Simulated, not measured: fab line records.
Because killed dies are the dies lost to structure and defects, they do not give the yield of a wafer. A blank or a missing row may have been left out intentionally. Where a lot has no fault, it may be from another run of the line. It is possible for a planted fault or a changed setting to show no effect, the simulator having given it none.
What tool caused it? :: flow sky130 :: 29 wafers from 10 lots sampled at 3 of the route's 708 steps

== WHAT THE GAUGES READ, wafer by wafer ==
SKY_CAP2M_RS_MEAS_03: uses a four-point probe to measure.
lot: L583
measured: day 39 07:18
on: filmMetro-04
CAP2M_TIN_RS (ohm/sq): 6.86 6.88 6.91

lot: L584
measured: day 39 21:16
on: filmMetro-03
CAP2M_TIN_RS (ohm/sq): 6.92 6.95 6.92

lot: L586
measured: day 41 17:22
on: filmMetro-03
CAP2M_TIN_RS (ohm/sq): 6.87 6.90 6.88

lot: L587
measured: day 41 18:44
on: filmMetro-04
CAP2M_TIN_RS (ohm/sq): 6.86 6.74 6.77

lot: L590
measured: day 41 21:34
on: filmMetro-03
CAP2M_TIN_RS (ohm/sq): 6.86 6.77 6.90

lot: L593
measured: day 42 11:59
on: filmMetro-03
CAP2M_TIN_RS (ohm/sq): 6.96 7.02 6.92

lot: L594
measured: day 42 21:01
on: filmMetro-03
CAP2M_TIN_RS (ohm/sq): 6.86 6.89 6.86

lot: L601
measured: day 45 00:57
on: filmMetro-04
CAP2M_TIN_RS (ohm/sq): 6.82 6.93 6.84

lot: L600
measured: day 45 04:21
on: filmMetro-04
CAP2M_TIN_RS (ohm/sq): 6.95 8.17

lot: L602
measured: day 45 10:41
on: filmMetro-02
CAP2M_TIN_RS (ohm/sq): 6.90 8.08 6.88

== WHICH TOOL RAN EACH LOT (tool, then ch and the chambers of the sampled wafers, then the start) ==
lot: L583
SKY_METAL2_METAL_ETCH_19: rieMetal-02 ch 0,1, day 34 15:59
SKY_CAP2M_SPUTTER_02: pvdSputter-04, day 39 07:11

lot: L584
SKY_METAL2_METAL_ETCH_19: rieMetal-03 ch 0,1, day 35 06:11
SKY_CAP2M_SPUTTER_02: pvdSputter-01, day 39 21:10

lot: L586
SKY_METAL2_METAL_ETCH_19: rieMetal-04 ch 0,1, day 37 06:11
SKY_CAP2M_SPUTTER_02: pvdSputter-01, day 41 17:14

lot: L587
SKY_METAL2_METAL_ETCH_19: rieMetal-02 ch 0,1, day 37 07:23
SKY_CAP2M_SPUTTER_02: pvdSputter-03, day 41 18:36

lot: L590
SKY_METAL2_METAL_ETCH_19: rieMetal-02 ch 0,1, day 37 10:35
SKY_CAP2M_SPUTTER_02: pvdSputter-01, day 41 21:27

lot: L593
SKY_METAL2_METAL_ETCH_19: rieMetal-02 ch 0,1, day 38 03:30
SKY_CAP2M_SPUTTER_02: pvdSputter-01, day 42 11:53

lot: L594
SKY_METAL2_METAL_ETCH_19: rieMetal-03 ch 0,1, day 38 12:42
SKY_CAP2M_SPUTTER_02: pvdSputter-01, day 42 20:53

lot: L601
SKY_METAL2_METAL_ETCH_19: rieMetal-02 ch 0, day 40 21:33
SKY_CAP2M_SPUTTER_02: pvdSputter-04, day 45 00:49

lot: L600
SKY_METAL2_METAL_ETCH_19: rieMetal-02 ch 1, day 40 23:59
SKY_CAP2M_SPUTTER_02: pvdSputter-01, day 45 04:12

lot: L602
SKY_METAL2_METAL_ETCH_19: rieMetal-04 ch 0,1, day 41 08:03
SKY_CAP2M_SPUTTER_02: pvdSputter-01, day 45 10:35
- SKY_METAL2_METAL_ETCH_19: etches the open film in Cl2/BCl3, stops on SiO2, target depth 360 nm, time 78 s.
- SKY_CAP2M_SPUTTER_02: material TiN, target thk 200 nm, time 166.7 s.

== THE ANSWER, worked out from the rows above alone ==
Rule: the usual values come from the lots themselves. The widest of any qualifying gaps counts: lots, ordered by their means at a reading, are off when they make up no more than a third of the lots, leave a main group of 4 or more, and stand apart from it by 3 or more times the standard deviation of that group's means. A main group is skipped when, at the precision printed for the reading in the tables above, its means are all equal. Also off: a lot with no number at a reading for which 4 or more lots have one. Where the step has rows for the other lots, those lots are counted as sound.
Off: at SKY_CAP2M_RS_MEAS_03 (CAP2M_TIN_RS), L600, L602. The main group has a mean of 6.88 ohm/sq with a standard deviation of 0.05.
A tool fits if, at a process step before that reading, it ran every lot that is off, and no sound lot after the first of them. Gauges at SKY_CAP2M_RS_MEAS_03: tried the same way as those tools. One fits: SKY_CAP2M_SPUTTER_02 on pvdSputter-01. A fault onset in the window from L594 (day 42 20:53, its last sound lot) to L600 (day 45 04:12, its first lot off) fits.

== WHAT THE SIMULATOR HAD INSERTED ==
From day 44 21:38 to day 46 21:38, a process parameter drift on pvdSputter-01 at SKY_CAP2M_SPUTTER_02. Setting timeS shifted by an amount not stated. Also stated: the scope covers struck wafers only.
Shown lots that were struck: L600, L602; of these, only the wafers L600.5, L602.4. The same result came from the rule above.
